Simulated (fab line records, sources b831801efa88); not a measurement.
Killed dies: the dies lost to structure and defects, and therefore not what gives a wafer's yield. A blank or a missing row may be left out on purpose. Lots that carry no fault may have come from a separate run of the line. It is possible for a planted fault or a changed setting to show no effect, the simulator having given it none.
fab line records -- flow sky130
[record] lots = 6, wafers = 18, last-day = 50
route steps=708 shown VIA4@645 METAL5@661 PAD_OPEN@708
lots that met no fault: from a run of the same line without faults
start-h: start of the lot's first displayed wafer, in hours after the record's first day -- wait-h: hours elapsed since this lot's preceding step -- " unchanged from the row above -- L1.1+2: a row that stands for several wafers -- - value missing, or start not given -- * or withheld: withheld -- < > ~ a bound
route shown NAME@n: names a module that has steps shown in the file, with the first one's number in the route -- usual: mean/standard deviation of fault-free wafers -- same: alike in all rows -- chamber/n: place in a boat -- sites: each site's reading -- _std_site: standard deviation of those values -- _edge_site: mean of outer sites minus mean of inner sites -- radius-mm: for every site, how far away it sits from the centre of the wafer -- mask NAME#n: copy n -- behind: the last tool/chamber to shape the wafer -- hold: cause of the lot's hold/its duration in hours/its outcome -- device: the transistor (n, p or np) that didn't switch -- end of line: tests run on the same wafers once the route is complete -- for a step that has no rows: nothing shown but its recipe -- killed: count of dies lost to structure and defects at first sort (not the wafer's yield) -- map: dies across one wafer; x = killed, . = not, _ = none there
set.NAME: the run value of the setting; set.NAME@STEP: its run value at that earlier step -- model.NAME: the simulator's own value behind a step, which no gauge read
lots seen at some steps along the route; tables by step, rows by wafer
services: when a tool's chamber went out of use (start-h, in hours from the record's first day, below 0 if earlier), for how many hours, and the reason
[[steps]]
[step SKY_VIA4_COAT_06]
[recipe] resist = NOVOLAK, spin-rpm = 3000, resist-thk-nm = 1140
[step SKY_VIA4_SOFTBAKE_07]
[recipe] temp-c = 90, time-s = 60, resist = NOVOLAK
[step SKY_VIA4_EXPOSE_08]
[recipe] mask-id = VIM4, na = 0.6, source-shape = conventional, sigma-outer = 0.6, polarization = unpolarized, target-cd-nm = 800, dose-mj = 132
[step SKY_VIA4_PEB_09]
[recipe] temp-c = withheld, time-s = *, resist = NOVOLAK
[step SKY_VIA4_DEVELOP_10]
[recipe] resist = NOVOLAK, developer = TMAH, develop-time-s = 60, dev-temp-c = 23
[step SKY_VIA4_OVL_MEAS_11]
[usual] VIA4_OVL = 0.6/1.3
lot.wafer,tool,chamber,start-h,wait-h,VIA4_OVL[nm]
L686.1,overlay-01,-,1003.70,0.1,-0.7
L686.2,overlay-01,-,1003.70,0.1,0.9
L686.4,overlay-01,-,1003.70,0.1,0.3
L689.1,overlay-02,-,1030.30,0.1,-1.6
L689.2,overlay-02,-,1030.30,0.1,1.4
L689.6,overlay-02,-,1030.30,0.1,0.3
L697.1,overlay-01,-,1101.70,0.1,1.9
L697.2,overlay-01,-,1101.70,0.1,0.4
L697.6,overlay-01,-,1101.70,0.1,-0.2
L698.2,overlay-02,-,1102.34,0.1,2.5
L698.4,overlay-02,-,1102.34,0.1,2.0
L698.5,overlay-02,-,1102.34,0.1,1.5
L700.2,overlay-02,-,1104.59,0.1,-0.1
L700.5,overlay-02,-,1104.59,0.1,-0.8
L700.6,overlay-02,-,1104.59,0.1,0.0
L709.1,overlay-01,-,1147.93,0.1,0.0
L709.2,overlay-01,-,1147.93,0.1,0.1
L709.3,overlay-01,-,1147.93,0.1,0.5
[step SKY_VIA4_ETCH_12]
[recipe] target = SiO2, chemistry = C4F8/O2/Ar, stop-on = TiN, mask-material = NOVOLAK, source-w = 1500, bias-w = 1200, pressure-mtorr = 40, c4f8-flow-sccm = withheld, O2_flow_sccm = 6, Ar_flow_sccm = 300, time-s = withheld, target-depth-a = 5800
[usual] bias-w = 1200/3.4, oes-product-au = 0.925/0.0048
lot.wafer,tool,chamber,start-h,wait-h,bias-w,oes-product-au
L686.1,rie-diel-02,2,1003.73,0.0,1198,0.928
L686.2,rie-diel-02,1,1003.73,0.0,1198,0.928
L686.4,rie-diel-02,3,1003.73,0.0,1201,0.924
L689.1,rie-diel-02,2,1030.33,0.0,1200,0.925
L689.2,rie-diel-02,0,1030.33,0.0,1201,0.925
L689.6,rie-diel-02,0,1030.33,0.0,1199,0.930
L697.1,rie-diel-02,1,1101.74,0.0,1199,0.923
L697.2,rie-diel-02,2,1101.74,0.0,1193,0.924
L697.6,rie-diel-02,3,1101.74,0.0,1203,0.931
L698.2,rie-diel-04,1,1102.37,0.0,1200,0.934
L698.4,rie-diel-04,2,1102.37,0.0,1199,0.928
L698.5,rie-diel-04,1,1102.37,0.0,1197,0.930
L700.2,rie-diel-04,3,1104.62,0.0,1199,0.924
L700.5,rie-diel-04,1,1104.62,0.0,1197,0.927
L700.6,rie-diel-04,2,1104.62,0.0,1194,0.923
L709.1,rie-diel-02,0,1147.97,0.0,1208,0.919
L709.2,rie-diel-02,1,1147.97,0.0,1199,0.913
L709.3,rie-diel-02,3,1147.97,0.0,1197,0.930
[step SKY_VIA4_STRIP_13]
[recipe] chemistry = O2/N2, power-w = 1400, pressure-mtorr = 1500, platen-temp-c = withheld, o2-flow-sccm = 3000, n2-flow-sccm = 300, overash-fraction = 0.5
[usual] drypump-motor-current-A = 5.47/0.29, n2-flow-sccm = 300.1/0.95, oes-product-au = 0.709/0.0046, strip-time-to-endpoint-s = 12.812/0.028
lot.wafer,tool,chamber,start-h,wait-h,drypump-motor-current-A,n2-flow-sccm,oes-product-au,rf-hours-counter-h,strip-time-to-endpoint-s
L686.1,plasma-asher-04,0,1003.81,-,5.67,300.9,0.709,81,12.829
L686.2,plasma-asher-04,1,1003.81,-,5.60,299.9,0.711,81,12.808
L686.4,plasma-asher-04,1,1003.81,-,5.60,301.2,0.704,-,12.793
L689.1,plasma-asher-02,0,1030.41,-,5.79,298.9,0.714,27,12.821
L689.2,plasma-asher-02,1,1030.41,-,5.52,300.3,0.704,27,12.808
L689.6,plasma-asher-02,0,1030.41,-,5.77,300.1,0.699,-,12.819
L697.1,plasma-asher-04,1,1101.81,-,5.61,297.5,0.708,91,12.848
L697.2,plasma-asher-04,0,1101.81,-,5.69,300.2,0.710,91,12.789
L697.6,plasma-asher-04,1,1101.81,-,5.61,300.0,0.717,-,12.857
L698.2,plasma-asher-02,0,1102.44,-,5.79,298.5,0.714,34,12.763
L698.4,plasma-asher-02,1,1102.44,-,5.55,300.3,0.714,-,12.810
L698.5,plasma-asher-02,1,1102.44,-,5.53,300.6,0.712,-,12.772
L700.2,plasma-asher-04,0,1104.69,-,5.66,298.3,0.708,92,12.807
L700.5,plasma-asher-04,1,1104.69,-,5.59,300.0,0.711,-,12.818
L700.6,plasma-asher-04,0,1104.69,-,5.63,299.1,0.706,-,12.784
L709.1,plasma-asher-04,0,1148.04,-,5.66,299.0,0.718,96,12.798
L709.2,plasma-asher-04,1,1148.04,-,5.57,300.3,0.702,96,12.826
L709.3,plasma-asher-04,0,1148.04,-,5.66,300.1,0.713,-,12.764
[step SKY_VIA4_STRIP_14]
[recipe] chemistry = post-etch-residue-remover, time-s = 1200, temp-c = 72.5
[step SKY_VIA4_CLEAN_15]
[recipe] chemistry = IPA, time-s = 180, temp-c = 25
[step SKY_VIA4_CLEAN_16]
[recipe] chemistry = O3/DIW, dry = n2-spin
[step SKY_VIA4_SPUTTER_17]
[recipe] material = TiN, target-thk-nm = 20, chamber-pressure-pa = 5, power-w = 4000, time-s = 80
[usual] chamber-pressure-pa = 5.001/0.0099, throttle-valve-pct = 30.2/0.9
lot.wafer,tool,chamber,start-h,wait-h,chamber-pressure-pa,throttle-valve-pct
L686.1,pvd-sputter-04,-,1004.50,0.0,5.010,30.6
L686.2,pvd-sputter-04,-,1004.50,0.0,4.997,29.7
L686.4,pvd-sputter-04,-,1004.50,0.0,5.003,31.1
L689.1,pvd-sputter-02,-,1031.44,0.0,5.008,29.3
L689.2,pvd-sputter-02,-,1031.44,0.0,5.004,30.8
L689.6,pvd-sputter-02,-,1031.44,0.0,4.991,29.3
L697.1,pvd-sputter-02,-,1102.43,0.0,4.999,29.0
L697.2,pvd-sputter-02,-,1102.43,0.0,4.991,30.0
L697.6,pvd-sputter-02,-,1102.43,0.0,5.010,29.8
L698.2,pvd-sputter-04,-,1103.07,0.0,4.992,31.5
L698.4,pvd-sputter-04,-,1103.07,0.0,5.012,30.0
L698.5,pvd-sputter-04,-,1103.07,0.0,4.994,29.9
L700.2,pvd-sputter-04,-,1105.33,0.0,5.009,30.1
L700.5,pvd-sputter-04,-,1105.33,0.0,4.996,30.2
L700.6,pvd-sputter-04,-,1105.33,0.0,4.987,31.1
L709.1,pvd-sputter-01,-,1148.63,0.0,5.001,28.7
L709.2,pvd-sputter-01,-,1148.63,0.0,4.994,29.4
L709.3,pvd-sputter-01,-,1148.63,0.0,5.002,31.8
[step SKY_VIA4_CVD_18]
[recipe] material = W, target-thk-nm = 505, time-s = 152.14, temp-c = 400, pressure-torr = 40
[usual] chamber-pressure-Torr = 40.03/0.092, heater-power-w = 887/88, susceptor-temp-C = 400.00/0.22
lot.wafer,tool,chamber,start-h,wait-h,chamber-pressure-Torr,heater-power-w,susceptor-temp-C,model.W_of_VIA4_CVD_18.thk-nm
L686.1,cvd-w-02,0,1004.56,0.0,40.00,908,400.06,505.4
L686.2,cvd-w-02,1,1004.56,0.0,39.97,753,400.05,507.4
L686.4,cvd-w-02,0,1004.56,0.0,40.01,908,399.91,500.8
L689.1,cvd-w-01,0,1031.50,0.0,39.82,991,399.93,503.7
L689.2,cvd-w-01,1,1031.50,0.0,39.99,928,400.10,502.7
L689.6,cvd-w-01,1,1031.50,0.0,39.97,912,400.18,496.5
L697.1,cvd-w-01,1,1102.49,0.0,40.16,923,399.75,487.6
L697.2,cvd-w-01,0,1102.49,0.0,40.05,935,392.90,430.8
L697.6,cvd-w-01,1,1102.49,0.0,40.18,934,399.88,495.7
L698.2,cvd-w-02,1,1103.13,0.0,39.88,746,400.27,504.6
L698.4,cvd-w-02,1,1103.13,0.0,39.99,745,400.38,501.6
L698.5,cvd-w-02,1,1103.13,0.0,39.95,759,400.23,499
L700.2,cvd-w-01,0,1105.39,0.0,39.90,935,392.33,437.1
L700.5,cvd-w-01,1,1105.39,0.0,40.12,909,400.07,498.1
L700.6,cvd-w-01,0,1105.39,0.0,39.96,966,392.32,430.9
L709.1,cvd-w-02,0,1148.69,0.0,40.01,892,400.09,500.3
L709.2,cvd-w-02,1,1148.69,0.0,39.90,753,400.31,501.9
L709.3,cvd-w-02,1,1148.69,0.0,40.02,769,400.47,505.4
[step SKY_VIA4_RS_MEAS_19]
[recipe] thk-meas-gauge = four-point-probe, reads = W_of_VIA4_CVD_18+TiN_of_VIA4_SPUTTER_17
[usual] VIA4_W_RS = 0.2283/0.0025
lot.wafer,tool,chamber,start-h,wait-h,VIA4_W_RS[ohm/sq]
L686.1,film-metro-01,-,1004.71,0.1,0.2268
L686.2,film-metro-01,-,1004.71,0.1,0.2254
L686.4,film-metro-01,-,1004.71,0.1,0.2280
L689.1,film-metro-01,-,1031.65,0.1,0.2272
L689.2,film-metro-01,-,1031.65,0.1,0.2276
L689.6,film-metro-01,-,1031.65,0.1,0.2302
L697.1,film-metro-03,-,1102.64,0.1,0.2340
L697.2,film-metro-03,-,1102.64,0.1,0.2654
L697.6,film-metro-03,-,1102.64,0.1,0.2303
L698.2,film-metro-01,-,1103.30,0.1,0.2271
L698.4,film-metro-01,-,1103.30,0.1,0.2282
L698.5,film-metro-01,-,1103.30,0.1,0.2291
L700.2,film-metro-01,-,1105.56,0.1,0.2619
L700.5,film-metro-01,-,1105.56,0.1,0.2293
L700.6,film-metro-01,-,1105.56,0.1,0.2656
L709.1,film-metro-03,-,1148.84,0.1,0.2289
L709.2,film-metro-03,-,1148.84,0.1,0.2275
L709.3,film-metro-03,-,1148.84,0.1,0.2261
[step SKY_VIA4_THK_MEAS_20]
[recipe] thk-meas-gauge = xrf, reads = W_of_VIA4_CVD_18
[usual] VIA4_W_THK = 510/6.9
lot.wafer,tool,chamber,start-h,wait-h,VIA4_W_THK[nm]
L686.1,film-metro-01,-,1004.83,0.1,520
L686.2,film-metro-01,-,1004.83,0.1,517
L686.4,film-metro-01,-,1004.83,0.1,510
L689.1,film-metro-01,-,1031.77,0.1,512
L689.2,film-metro-01,-,1031.77,0.1,506
L689.6,film-metro-01,-,1031.77,0.1,503
L697.1,film-metro-03,-,1102.76,0.1,500
L697.2,film-metro-03,-,1102.76,0.1,442
L697.6,film-metro-03,-,1102.76,0.1,507
L698.2,film-metro-01,-,1103.41,0.1,508
L698.4,film-metro-01,-,1103.41,0.1,506
L698.5,film-metro-01,-,1103.41,0.1,500
L700.2,film-metro-01,-,1105.67,0.1,445
L700.5,film-metro-01,-,1105.67,0.1,506
L700.6,film-metro-01,-,1105.67,0.1,436
L709.1,film-metro-03,-,1148.96,0.1,512
L709.2,film-metro-03,-,1148.96,0.1,516
L709.3,film-metro-03,-,1148.96,0.1,520
[step SKY_VIA4_CMP_21]
[recipe] stop-on = SiO2, t-overpolish-s = 25, down-force-psi = 3.5, platen-rpm = 60, target-thk-nm = 0, pad-velocity-m-s = 0.94248
[usual] edge-zone-pressure-frac = 1.001/0.0048, motor-current-A = 11.6/1.1, time-to-endpoint-s = 119/3.4
lot.wafer,tool,chamber,start-h,wait-h,edge-zone-pressure-frac,motor-current-A,time-to-endpoint-s
L686.1,cmp-01,1,1004.94,0.1,0.994,11.6,120
L686.2,cmp-01,2,1004.94,0.1,0.995,11.9,115
L686.4,cmp-01,3,1004.94,0.1,0.996,10.6,118
L689.2,cmp-02,1,1032.08,0.3,1.005,11.7,118
L689.1,cmp-02,0,1032.08,0.3,1.004,14.1,119
L689.6,cmp-02,2,1032.08,0.3,1.001,11.4,111
L697.2,cmp-02,2,1102.82,0.0,1.007,10.9,99
L697.1,cmp-02,1,1102.82,0.0,0.999,11.1,116
L697.6,cmp-02,3,1102.82,0.0,1.004,12.3,118
L698.2,cmp-02,0,1103.57,0.2,1.009,13.4,123
L698.4,cmp-02,3,1103.57,0.2,0.997,12.9,121
L698.5,cmp-02,1,1103.57,0.2,1.003,11.6,118
L700.2,cmp-02,3,1106.12,0.4,1.002,12.3,100
L700.6,cmp-02,0,1106.12,0.4,1.008,13.7,101
L700.5,cmp-02,1,1106.12,0.4,0.998,11.6,119
L709.2,cmp-01,1,1149.27,0.3,0.998,12.1,119
L709.1,cmp-01,2,1149.27,0.3,1.002,11.6,116
L709.3,cmp-01,3,1149.27,0.3,1.009,11.0,118
[step SKY_METAL5_SPUTTER_00]
[recipe] material = Ti, target-thk-nm = 15, power-w = 3000, time-s = 10, chamber-pressure-pa = 0.4
[usual] chamber-pressure-pa = 0.4000/0.00081, throttle-valve-pct = 30.0/1.5
lot.wafer,tool,chamber,start-h,wait-h,chamber-pressure-pa,throttle-valve-pct
L686.1,pvd-sputter-01,-,1005.19,0.2,0.3987,30.1
L686.2,pvd-sputter-01,-,1005.19,0.2,0.3990,28.8
L686.4,pvd-sputter-01,-,1005.19,0.2,0.4000,31.9
L689.1,pvd-sputter-04,-,1032.38,0.1,0.4002,30.0
L689.2,pvd-sputter-04,-,1032.38,0.1,0.4000,31.4
L689.6,pvd-sputter-04,-,1032.38,0.1,0.4011,29.5
L697.1,pvd-sputter-03,-,1103.12,0.1,0.4012,30.3
L697.2,pvd-sputter-03,-,1103.12,0.1,0.3997,27.7
L697.6,pvd-sputter-03,-,1103.12,0.1,0.4012,28.1
L698.2,pvd-sputter-03,-,1103.87,0.2,0.3995,30.3
L698.4,pvd-sputter-03,-,1103.87,0.2,0.4006,32.2
L698.5,pvd-sputter-03,-,1103.87,0.2,0.3977,30.3
L700.2,pvd-sputter-03,-,1106.27,0.1,0.3995,30.2
L700.5,pvd-sputter-03,-,1106.27,0.1,0.3994,27.8
L700.6,pvd-sputter-03,-,1106.27,0.1,0.3986,32.3
L709.1,pvd-sputter-01,-,1149.57,0.2,0.3998,29.5
L709.2,pvd-sputter-01,-,1149.57,0.2,0.4004,30.2
L709.3,pvd-sputter-01,-,1149.57,0.2,0.4005,31.9
[step SKY_PAD_OPEN_PROBE_99]
[usual] defect-limited-yield = 82.8/1.9, killed_at_M0_to_M3 = 43/7.3, killed_at_M4_up = 3.6/1.9, killed-at-contacts = 23/5.3, killed-at-front-end = 15/4.5, killed-at-other = 0.3/0.72, killed-dies = 85/9.4, killed-on-rim = 17/4.2, killed-open = 46/6.7, killed-short = 38/6.8, sort_bin_3_pad_short = 0.8/0.36, sort_bin_5_function = 10.1/1.3, sort_bin_6_memory = 6.3/1.2, sort-n-pass = 407/9.4, sort-yield-pct = 82.8/1.9
[same] gross-dies = 492, killed-at-back-side = 0, sort_bin_4_leakage[%] = 0, sort_bin_8_speed[%] = 0
lot.wafer,tool,chamber,start-h,wait-h,defect-limited-yield[%],killed_at_M0_to_M3,killed_at_M4_up,killed-at-contacts,killed-at-front-end,killed-at-other,killed-dies,killed-on-rim,killed-open,killed-short,sort_bin_3_pad_short[%],sort_bin_5_function[%],sort_bin_6_memory[%],sort-n-pass,sort-yield-pct[%]
L697.1,prober-02,-,1163.91,0.1,81.5,47,2,33,9,0,91,20,50,41,0.6,11.0,6.9,401,81.5
L697.2,prober-02,-,1163.96,0.1,84.1,35,4,29,10,0,78,16,51,26,0.4,9.3,6.1,414,84.1
L697.6,prober-02,-,1164.16,0.2,85.0,34,7,23,10,0,74,17,40,33,0.4,8.5,6.1,418,85.0
L698.2,prober-02,-,1164.26,0.2,82.3,52,3,22,10,0,87,18,53,34,1.4,11.2,5.1,405,82.3
L698.4,prober-02,-,1164.36,0.2,79.9,50,9,20,20,0,99,22,55,44,1.0,11.0,8.1,393,79.9
L698.5,prober-02,-,1164.41,0.3,86.0,34,3,21,11,0,69,13,38,31,0.6,7.9,5.5,423,86.0
L700.2,prober-01,-,1166.11,0.1,80.1,51,2,23,22,0,98,19,53,45,0.8,12.0,7.1,394,80.1
L700.5,prober-01,-,1166.26,0.2,82.3,52,7,17,11,0,87,14,51,36,1.0,11.0,5.7,405,82.3
L700.6,prober-01,-,1166.31,0.2,85.6,40,1,19,10,1,71,15,33,37,1.0,7.5,5.9,421,85.6
L709.1,prober-01,-,1203.20,0.1,81.7,42,5,21,20,2,90,19,55,34,1.2,11.0,6.1,402,81.7
L709.2,prober-01,-,1203.25,0.1,83.5,46,2,23,9,1,81,14,37,43,1.4,9.3,5.7,411,83.5
L709.3,prober-01,-,1203.30,0.2,83.1,46,2,20,15,0,83,12,51,31,0.6,9.6,6.7,409,83.1
// killed by level:class
L697.1 CONTACT:geometric-particle:open=12 VIA1:geometric-particle:open=11 METAL1:geometric-particle:short=10 VIA3:geometric-particle:open=9 LI_CONTACT:geometric-particle:open=7 VIA1:geometric-particle:short=6 LOCAL_INTERCONNECT:geometric-particle:short=5 CONTACT:geometric-particle:short=5
L697.2 CONTACT:geometric-particle:open=17 VIA1:geometric-particle:open=9 VIA3:geometric-particle:open=7 LI_CONTACT:geometric-particle:open=5 CONTACT:geometric-particle:short=5 VIA1:geometric-particle:short=3 VIA2:geometric-particle:open=3 METAL2:geometric-particle:short=3
L697.6 CONTACT:geometric-particle:open=11 VIA1:geometric-particle:open=9 LOCAL_INTERCONNECT:geometric-particle:short=7 VIA2:geometric-particle:open=5 VIA3:geometric-particle:open=5 METAL2:geometric-particle:short=4 VIA3:geometric-particle:short=4 METAL4:geometric-particle:short=4
L698.2 CONTACT:geometric-particle:open=12 VIA1:geometric-particle:open=12 VIA2:geometric-particle:open=10 VIA3:geometric-particle:open=7 METAL1:geometric-particle:short=6 VIA1:geometric-particle:short=5 POLY_GATE:geometric-particle:open=4 LOCAL_INTERCONNECT:geometric-particle:short=4
L698.4 VIA1:geometric-particle:open=13 VIA3:geometric-particle:open=12 CONTACT:geometric-particle:open=9 METAL2:geometric-particle:short=6 METAL1:geometric-particle:short=5 METAL4:geometric-particle:short=5 FIELD_ISO:geometric-particle:short=4 POLY_GATE:geometric-particle:short=4
L698.5 CONTACT:geometric-particle:open=9 METAL1:geometric-particle:short=7 LI_CONTACT:geometric-particle:open=6 VIA1:geometric-particle:open=5 VIA2:geometric-particle:open=5 POLY_GATE:geometric-particle:open=4 VIA3:geometric-particle:open=4 CONTACT:geometric-particle:short=3
L700.2 METAL1:geometric-particle:short=13 CONTACT:geometric-particle:open=11 VIA1:geometric-particle:open=10 FIELD_ISO:geometric-particle:open=6 VIA2:geometric-particle:open=6 VIA3:geometric-particle:open=6 CONTACT:geometric-particle:short=5 VIA1:geometric-particle:short=5
L700.5 VIA1:geometric-particle:open=20 METAL1:geometric-particle:short=10 LI_CONTACT:geometric-particle:open=8 VIA3:geometric-particle:open=8 METAL4:geometric-particle:short=4 VIA2:geometric-particle:open=4 FIELD_ISO:geometric-particle:open=3 LI_CONTACT:geometric-particle:short=3
L700.6 VIA1:geometric-particle:open=9 CONTACT:geometric-particle:open=9 METAL1:geometric-particle:short=8 VIA1:geometric-particle:short=6 VIA3:geometric-particle:open=6 CONTACT:geometric-particle:short=4 VIA2:geometric-particle:open=4 FIELD_ISO:geometric-particle:short=3
L709.1 VIA1:geometric-particle:open=10 VIA3:geometric-particle:open=10 FIELD_ISO:geometric-particle:short=7 VIA2:geometric-particle:open=7 LI_CONTACT:geometric-particle:open=6 CONTACT:geometric-particle:open=6 LOCAL_INTERCONNECT:geometric-particle:short=6 FIELD_ISO:geometric-particle:open=4
L709.2 CONTACT:geometric-particle:open=10 VIA2:geometric-particle:open=9 VIA1:geometric-particle:short=7 LI_CONTACT:geometric-particle:open=6 VIA1:geometric-particle:open=5 VIA2:geometric-particle:short=5 VIA3:geometric-particle:short=5 FIELD_ISO:geometric-particle:short=4
L709.3 VIA1:geometric-particle:open=12 VIA2:geometric-particle:open=8 CONTACT:geometric-particle:open=7 VIA3:geometric-particle:open=7 LI_CONTACT:geometric-particle:open=6 METAL1:geometric-particle:short=5 FIELD_ISO:geometric-particle:short=4 POLY_GATE:geometric-particle:short=4
[[services]]
tool,chamber,start-h,hours,kind
cvd-w-01,-,986.05,1.0,repair
cmp-02,-,987.26,1.4,repair
rie-diel-04,3,1008.52,2.7,repair
cmp-02,-,1038.02,2.4,repair
cmp-01,-,1058.34,13.8,repair
cvd-w-01,-,1063.79,28.1,pm
pvd-sputter-02,-,1069.76,1.1,repair
pvd-sputter-04,-,1081.99,4.6,repair
cmp-01,-,1085.20,4.0,pm
plasma-asher-04,-,1091.74,0.8,repair
plasma-asher-02,-,1094.19,4.5,repair
rie-diel-02,3,1098.13,1.5,repair
cvd-w-02,-,1099.12,0.7,repair
cvd-w-01,-,1100.12,0.8,repair
pvd-sputter-01,-,1100.88,7.1,repair
cmp-01,-,1102.95,3.9,pm
plasma-asher-04,-,1106.86,3.1,repair
cvd-w-01,-,1107.18,0.7,repair
plasma-asher-02,-,1107.61,13.2,repair
pvd-sputter-02,-,1115.89,4.0,repair
rie-diel-02,2,1140.19,31.2,repair
cvd-w-01,0,1143.88,3.4,repair
pvd-sputter-04,-,1145.34,2.7,repair
cmp-02,-,1149.14,1.8,repair
[[key]]
[first-sign] step = SKY_VIA4_CVD_18, reading = susceptor-temp-C, direction = down, sigmas = 34, usual = *, struck = *
[effect] step = SKY_VIA4_RS_MEAS_19, reading = VIA4_W_RS, direction = up, sigmas = 14, usual = 0.2283, struck = 0.2643
[effect] step = SKY_VIA4_THK_MEAS_20, reading = VIA4_W_THK, direction = down, sigmas = 10, usual = 510, struck = 441
[effect] step = SKY_VIA4_CMP_21, reading = time-to-endpoint-s, direction = down, sigmas = 5.6, usual = *, struck = *
[model-effect] step = SKY_VIA4_CVD_18, value = W_of_VIA4_CVD_18.thk-nm, without = 496.2, struck = 432.9
met-at SKY_VIA4_CVD_18
struck-wafers L697.2,L700.2,L700.6
onset-between 1031.50 1102.49
[fault] kind = process-parameter-drift, tool = cvd-w-01, chamber = 0, onset-h = 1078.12, steps = SKY_VIA4_CVD_18, channel = temp-c, offset = *, shape = step, end-h = 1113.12, acts-in = *, stated = *
